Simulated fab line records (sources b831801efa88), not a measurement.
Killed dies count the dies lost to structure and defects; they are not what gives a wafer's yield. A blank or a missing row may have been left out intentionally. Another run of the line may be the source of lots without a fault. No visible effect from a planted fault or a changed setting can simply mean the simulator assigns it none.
Split-lot trial    flow gf180mcu    23 wafers read from 5 lots, route of 602 steps

## THE SPLIT
At GF_DUAL_GATE_OXIDATION_02 (stabilise 600 s, purge 300 s, target thk 10.887 nm), the setting ox time s was moved away from the recipe's 1602 s on 20 of the 23 wafers read, by -10.7% to +13.8%. All remaining wafers had this setting at the recipe value.

There is no step in the file separating the split from the reading.

## THE READING
At GF_DUAL_GATE_THK_MEAS_03: DUAL_GATE_OXIDATION_00_THK, given in nm. Fault-free wafers of this fab line usually give 10.93 nm, standard deviation 0.21 nm.

wafer   tool, chamber at the split  ox time s as run, s  against the recipe  DUAL_GATE_OXIDATION_00_THK, nm  against lot-mates on the recipe
L074.1  furnace-01, 0               1602                 recipe              11.31                           -
L074.4  furnace-01, 0               1602                 recipe              11.36                           -
L074.6  furnace-01, 0               1602                 recipe              11.21                           -
L078.1  -, -                        1823                 +13.8%              11.94                           no lot-mate on the recipe
L078.2  -, -                        1823                 +13.8%              11.99                           no lot-mate on the recipe
L078.3  -, -                        1823                 +13.8%              11.96                           no lot-mate on the recipe
L078.4  -, -                        1823                 +13.8%              11.94                           no lot-mate on the recipe
L078.6  -, -                        1823                 +13.8%              11.89                           no lot-mate on the recipe
L079.1  -, -                        1431                 -10.7%              9.78                            no lot-mate on the recipe
L079.2  -, -                        1431                 -10.7%              9.75                            no lot-mate on the recipe
L079.3  -, -                        1431                 -10.7%              9.70                            no lot-mate on the recipe
L079.5  -, -                        1431                 -10.7%              9.69                            no lot-mate on the recipe
L079.6  -, -                        1431                 -10.7%              9.85                            no lot-mate on the recipe
L082.1  -, -                        1801                 +12.4%              11.99                           no lot-mate on the recipe
L082.3  -, -                        1801                 +12.4%              12.17                           no lot-mate on the recipe
L082.4  -, -                        1801                 +12.4%              11.86                           no lot-mate on the recipe
L082.5  -, -                        1801                 +12.4%              11.91                           no lot-mate on the recipe
L082.6  -, -                        1801                 +12.4%              11.80                           no lot-mate on the recipe
L085.1  -, -                        1791                 +11.8%              11.60                           no lot-mate on the recipe
L085.2  -, -                        1791                 +11.8%              11.66                           no lot-mate on the recipe
L085.4  -, -                        1791                 +11.8%              11.73                           no lot-mate on the recipe
L085.5  -, -                        1791                 +11.8%              11.81                           no lot-mate on the recipe
L085.6  -, -                        1791                 +11.8%              11.68                           no lot-mate on the recipe

THE FIT
A straight line over all 23 wafers: DUAL_GATE_OXIDATION_00_THK changes by +0.0856 nm for each +1% of ox time s; r = +0.97; the points scatter about the line by 0.22 nm.
Too few moved wafers have a lot-mate on the recipe to fit a line with each lot's own level taken away.

## THE WHOLE CHAIN: every reading that the file lists as answering this split, in the file's order
step                       what it does                                        reading                                                                                 change (the file's fit)                 r (the file's)
GF_DUAL_GATE_OXIDATION_02  stabilise 600 s, purge 300 s, target thk 10.887 nm  SiO2_of_DUAL_GATE_OXIDATION_02.thk nm (the simulator's own value, which no gauge read)  +0.0856 nm for each +1% of the setting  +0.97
GF_DUAL_GATE_THK_MEAS_03                                                       DUAL_GATE_OXIDATION_00_THK                                                              +0.0856 for each +1% of the setting     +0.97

## THE FILE'S OWN FIT
DUAL_GATE_OXIDATION_00_THK changes by +0.0856 nm for each +1% of ox time s, r = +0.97.
